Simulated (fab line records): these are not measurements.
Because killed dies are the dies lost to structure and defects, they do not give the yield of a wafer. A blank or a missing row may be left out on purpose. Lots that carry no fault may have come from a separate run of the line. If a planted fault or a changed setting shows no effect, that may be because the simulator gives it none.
Chamber matching + flow gf180mcu + GF_CONTACT_CMP_27 on cmp-02 has 4 sister chambers
The step polishes, stops on SiO2, t overpolish 15 s, target thk 0 nm. 4 wafers are shown with their chamber, then 9 later ones without.

## WAFERS WITH THEIR CHAMBER
| wafer  | chamber | motor current A (A) |
|--------|---------|---------------------|
| L419.5 | 3       | 11.1                |
| L423.2 | 2       | 9.9                 |
| L423.3 | 1       | 11.0                |
| L423.5 | 0       | 11.5                |

## WAFERS MISSING THEIR CHAMBER
| wafer  | motor current A (A) |
|--------|---------------------|
| L424.4 | 11.6                |
| L424.5 | 11.7                |
| L424.6 | 10.0                |
| L426.1 | 11.6                |
| L426.3 | 11.5                |
| L426.6 | 10.2                |
| L427.3 | 11.9                |
| L427.4 | 10.6                |
| L427.5 | 11.8                |

## EACH ONE'S CHAMBER
| wafer  | from the rows above               | in truth |
|--------|-----------------------------------|----------|
| L424.4 | can't be placed: 0 or 3 or 1      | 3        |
| L424.5 | can't be placed: 0 or 3 or 1      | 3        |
| L424.6 | 2                                 | 2        |
| L426.1 | can't be placed: 0 or 3 or 1      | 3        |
| L426.3 | can't be placed: 0 or 3 or 1      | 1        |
| L426.6 | can't be placed: 2 or 1           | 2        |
| L427.3 | can't be placed: 0 or 3 or 1      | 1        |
| L427.4 | can't be placed: 1 or 3 or 2 or 0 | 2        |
| L427.5 | can't be placed: 0 or 3 or 1      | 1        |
Correctly placed: 1 of 9. From these rows, 8 cannot be placed; in 8 the true chamber is one of the candidates. Number placed wrongly: 0.
How it was worked out, from the rows above alone: a wafer's distance from a chamber is the root of the sum, over the readings, of the square of ((its reading less the chamber's mean) divided by the reading's scatter). If the next closest chamber is less than 2 further off than the closest, the wafer can't be placed; otherwise it belongs to the closest. For every chamber, the mean is computed from those of its wafers that are shown. The scatter: with one shown wafer a chamber, the root of the mean of the squares of how far each hidden wafer lies from its nearest shown one.
